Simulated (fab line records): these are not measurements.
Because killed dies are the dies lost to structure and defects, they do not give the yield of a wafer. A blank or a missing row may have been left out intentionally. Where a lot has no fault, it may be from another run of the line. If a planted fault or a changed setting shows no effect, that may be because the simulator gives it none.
A lot that was struck, set against a sound lot || flow sky130 || 17 out of 708 route steps
Sound: the wafers L560.1, L560.2, L560.6. Wafers L574.1, L574.4, L574.6 were the ones struck. Last of all comes the cause.
For every step that has rows: the tool of each side, followed by ch and its chambers, followed by its first start. Under that, the readings that differ: sound wafers || struck wafers || difference of the means || sigmas: that difference in standard deviations of wafers without a fault.
alike: readings whose means differ by less than 2 such deviations, and words and numbers that are the same on both sides. not compared: withheld readings, readings that some wafer has no value for, bounds like >300 that may hide the same value, and numbers for which the record gives no deviation and whose values overlap.
Wherever a step has rows on one side only, a row that says differs or no value, or a row with sigmas, the two part there. Numbers that don't overlap but have no deviation are shown without sigmas and don't part them. A reading missing from all wafers of one side parts the sides only when that side holds two or more wafers.

SKY_LDD_HVP_TW_MEAS_10:
  sound on film metro-03 at day 22 22:35; struck on film metro-03 at day 27 00:50
  alike: LDD_HVP_TW
then, 7 steps without rows for these wafers: SKY_LDD_LDN_DEHYDRATE_00 (time 60 s); SKY_LDD_LDN_HMDS_01 (prime time 60 s); SKY_LDD_LDN_COAT_02 (resist thk 1140 nm); SKY_LDD_LDN_SOFTBAKE_03 (time 60 s); SKY_LDD_LDN_EXPOSE_04 (exposes mask LDNTM, target cd 700 nm); SKY_LDD_LDN_PEB_05; SKY_LDD_LDN_DEVELOP_06 (develop time 60 s).
SKY_LDD_LDN_OVL_MEAS_07:
  sound on overlay-01 at day 24 04:37; struck on overlay-01 at day 28 06:04
{"reading": "LDD_LDN_OVL (nm)", "sound": "1.7 2.3 2.5", "struck": "-1.3 -1.4 -1.8", "difference": -3.7, "sigmas": -3}
then, 3 steps without rows for these wafers: SKY_LDD_LDN_IMPLANT_08; SKY_LDD_LDN_IMPLANT_09; SKY_LDD_LDN_IMPLANT_10.
SKY_LDD_LDN_IMPLANT_11:
  sound on implanter-01 ch 0, day 24 05:06; struck on implanter-04 ch 0, day 28 06:52
  alike: beam on s
SKY_LDD_LDN_STRIP_12: strips in O2/N2.
  sound on plasma asher-04 ch 0,1, day 24 05:15; struck on plasma asher-03 ch 0,1, day 28 07:01
  alike: chamber pressure mTorr, drypump motor current A, oes product au, strip time to endpoint s
  not compared: rf hours counter h
SKY_LDD_LDN_TW_MEAS_13:
  sound on film metro-01 at day 24 05:21; struck on film metro-01 at day 28 07:07
{"reading": "LDD_LDN_TW", "sound": "1472 1470 1472", "struck": "1562 1570 1576", "difference": "+98", "sigmas": "+8"}
then, 1 step without rows for these wafers: SKY_LDD_LDN_CLEAN_14 (cleans in SC1/SC2, time 150 s).
-- here the record skips 21 days between the struck wafers' starts before and after, leaving off in module LDD_LDN and picking up in module PAD_OPEN (first step shown: number 708 of the route) --
SKY_PAD_OPEN_PROBE_99:
  record: rows for the struck wafers here (prober-02, day 49 11:19), none for the sound ones

## WHERE THEY PART
First at SKY_LDD_LDN_OVL_MEAS_07; last, within this record, at SKY_PAD_OPEN_PROBE_99.

WHY: whatever the simulator had introduced
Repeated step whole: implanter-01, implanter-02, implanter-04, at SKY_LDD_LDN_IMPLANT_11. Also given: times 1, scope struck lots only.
